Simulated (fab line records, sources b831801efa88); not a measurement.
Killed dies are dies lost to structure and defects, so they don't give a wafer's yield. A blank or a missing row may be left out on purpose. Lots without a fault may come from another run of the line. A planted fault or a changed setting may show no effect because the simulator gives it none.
Chamber matching | flow sky130 | SKY_LI_CONTACT_ETCH_15 on rie_diel-01: 4 sister chambers
The step etches PSG in C4F8/O2/Ar, stops on Si, target depth 600 nm. 20 wafers are shown with their chamber, then 10 later ones without.

WAFERS WITH THEIR CHAMBER
wafer  | chamber | rf_fwd_power_W (W) | bias_w (W) | oes_product_au (a.u.)
L078.3 | 0       | 1497               | 1202       | 0.833
L078.5 | 1       | 1497               | 1200       | 0.842
L078.6 | 0       | 1490               | 1198       | 0.835
L080.1 | 1       | 1495               | 1199       | 0.837
L080.2 | 2       | 1500               | 1201       | 0.836
L080.5 | 2       | 1500               | 1199       | 0.834
L081.1 | 0       | 1493               | 1200       | 0.841
L081.4 | 0       | 1490               | 1203       | 0.840
L081.6 | 2       | 1491               | 1201       | 0.838
L082.2 | 1       | 1500               | 1200       | 0.839
L082.3 | 0       | 1487               | 1196       | 0.834
L082.6 | 0       | 1495               | 1197       | 0.845
L085.2 | 3       | 1487               | 1196       | 0.835
L085.3 | 1       | 1486               | 1207       | 0.839
L085.6 | 0       | 1494               | 1196       | 0.835
L086.1 | 2       | 1499               | 1199       | 0.831
L086.4 | 0       | 1490               | 1195       | 0.836
L086.6 | 2       | 1498               | 1199       | 0.837
L088.2 | 1       | 1496               | 1206       | 0.831
L088.3 | 0       | 1491               | 1206       | 0.838

SIGNATURES (means of the wafers above)
reading        | chamber 0 | chamber 1 | chamber 2 | chamber 3 | scatter within a chamber
rf_fwd_power_W | 1491.89   | 1494.80   | 1497.60   | 1487.00   | 3.91
bias_w         | 1199.22   | 1202.40   | 1199.80   | 1196.00   | 3.31
oes_product_au | 0.83744   | 0.83760   | 0.83520   | 0.83500   | 0.00371
Rule: a wafer's distance from a chamber is the root of the sum, over the readings, of the square of ((its reading less the chamber's mean) divided by the reading's scatter). The wafer belongs to the nearest chamber; if the next one is less than 2 further off, it can't be placed. The scatter: the root of (the sum of the squares of (reading less its chamber's mean) over the shown wafers, divided by (wafers less chambers)).

WAFERS WITHOUT THEIR CHAMBER
wafer  | rf_fwd_power_W (W) | bias_w (W) | oes_product_au (a.u.)
L088.6 | 1489               | 1203       | 0.828
L092.1 | 1487               | 1199       | 0.835
L092.2 | 1493               | 1196       | 0.832
L092.6 | 1496               | 1203       | 0.838
L094.3 | 1489               | 1201       | 0.846
L094.4 | 1488               | 1201       | 0.830
L094.5 | 1486               | 1198       | 0.838
L096.2 | 1497               | 1198       | 0.831
L096.5 | 1504               | 1198       | 0.830
L096.6 | 1496               | 1201       | 0.834

WHICH CHAMBER EACH WENT THROUGH
wafer  | from the rows above               | in truth
L088.6 | can't be placed: 3 or 0 or 1 or 2 | 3
L092.1 | can't be placed: 3 or 0 or 1 or 2 | 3
L092.2 | can't be placed: 3 or 0 or 2 or 1 | 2
L092.6 | can't be placed: 1 or 2 or 0      | 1
L094.3 | can't be placed: 0 or 1 or 3 or 2 | 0
L094.4 | can't be placed: 3 or 0 or 1 or 2 | 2
L094.5 | can't be placed: 3 or 0 or 1      | 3
L096.2 | can't be placed: 2 or 0 or 1 or 3 | 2
L096.5 | can't be placed: 2 or 1 or 0      | 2
L096.6 | can't be placed: 2 or 1 or 0      | 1
Placed correctly: 0 of 10. Can't be placed from these rows: 10 (the true chamber is among the candidates in 10). Placed wrongly: 0.
